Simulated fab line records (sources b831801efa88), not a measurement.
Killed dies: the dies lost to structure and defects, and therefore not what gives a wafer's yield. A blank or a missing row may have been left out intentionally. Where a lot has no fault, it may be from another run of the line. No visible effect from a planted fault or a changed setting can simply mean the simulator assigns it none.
Problem report in the 8D (eight disciplines) form, filled by code || flow gf180mcu || the parts of the form that need people (team, actions taken, sign-off) are left out

## 1. PROBLEM STATEMENT
Mean of heater_power_total_W at GF_CONTACT_SOFTBAKE_10: 95.46 W across 3 wafers in 3 lots; on wafers with no fault it is 93.06 W (standard deviation 0.056). Measured from the usual mean, that is +43 standard deviations.
The step: time 60 s.
First seen on wafer L825.1, day 22 04:00, on litho_track-02. At this step, 42 wafers from 15 lots have a number in the record. Rule for "out", or "out of limits": more than 4 standard deviations from the usual mean. Any other wafer with a number is counted as sound.

## 2. WHAT IT IS, AND WHAT IT ISN'T
{"question": "which readings at this step", "is": "heater_power_total_W, run_length_s", "is not": "-"}
{"question": "which lots", "is": "L824, L825, L826", "is not": "L807, L809, L810, L811, L813, L814, L815, L817, L818, L828, L829, L830"}
{"question": "which wafers of those lots", "is": "L824.1, L825.1, L826.3", "is not": "L824.2, L825.2, L826.4"}
{"question": "read on which tools", "is": "litho_track-02", "is not": "litho_track-03, litho_track-04"}
{"question": "when", "is": "from day 22 04:00", "is not": "up to then (28 sound wafers); but 11 sound wafers of L824, L826, L828, L829, L830 came after"}

## 3. THE SUSPECTS, EACH WITH WHAT RULES IT OUT
Counting: if a tool at a process step up to the reading ran every lot that is out, it stays a suspect. Sound lots after the first of them don't rule it out here, since some wafers of a struck lot are sound.
- litho_track-02 at GF_CONTACT_SOFTBAKE_10 (time 60 s): kept. Every lot that is out went through it, the first being L825 (day 22 04:00); the last sound lot it ran before that was L818 (day 20 03:00). Out on those wafers are its own readings of heater_power_total_W, run_length_s.
After counting, what remains is litho_track-02 at GF_CONTACT_SOFTBAKE_10.

## 4. THE CAUSE (what the simulator had put in)
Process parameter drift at GF_CONTACT_SOFTBAKE_10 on litho_track-02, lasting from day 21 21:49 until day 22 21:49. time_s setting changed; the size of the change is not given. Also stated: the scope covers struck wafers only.
The count eliminated every tool but this one.

## 5. THE CHAIN OF EFFECTS, in route order
One row per reading whose mean, taken over the struck wafers that have a number, lies over 3 standard deviations from the usual. Only readings whose record carries a usual standard deviation are examined. hours: median over the lots of the time between each lot's start at the first step of this table that gives one and its start at this step. sigmas: the change, counted in usual standard deviations.
{"hours": 0, "step": "GF_CONTACT_SOFTBAKE_10", "reading": "heater_power_total_W", "usual": "93.06 W", "on struck wafers": 95.46, "change": "+2.40", "sigmas": "+43"}
{"hours": 0, "step": "GF_CONTACT_SOFTBAKE_10", "reading": "run_length_s", "usual": "89.23 s", "on struck wafers": 84.69, "change": -4.54, "sigmas": -30}
Process steps it contains:
- GF_CONTACT_SOFTBAKE_10: time 60 s.

## 6. HOW IT WOULD HAVE BEEN CAUGHT EARLIER
In this record the first reading out of limits was taken at day 22 04:00, 6 hours after the fault began at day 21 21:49.
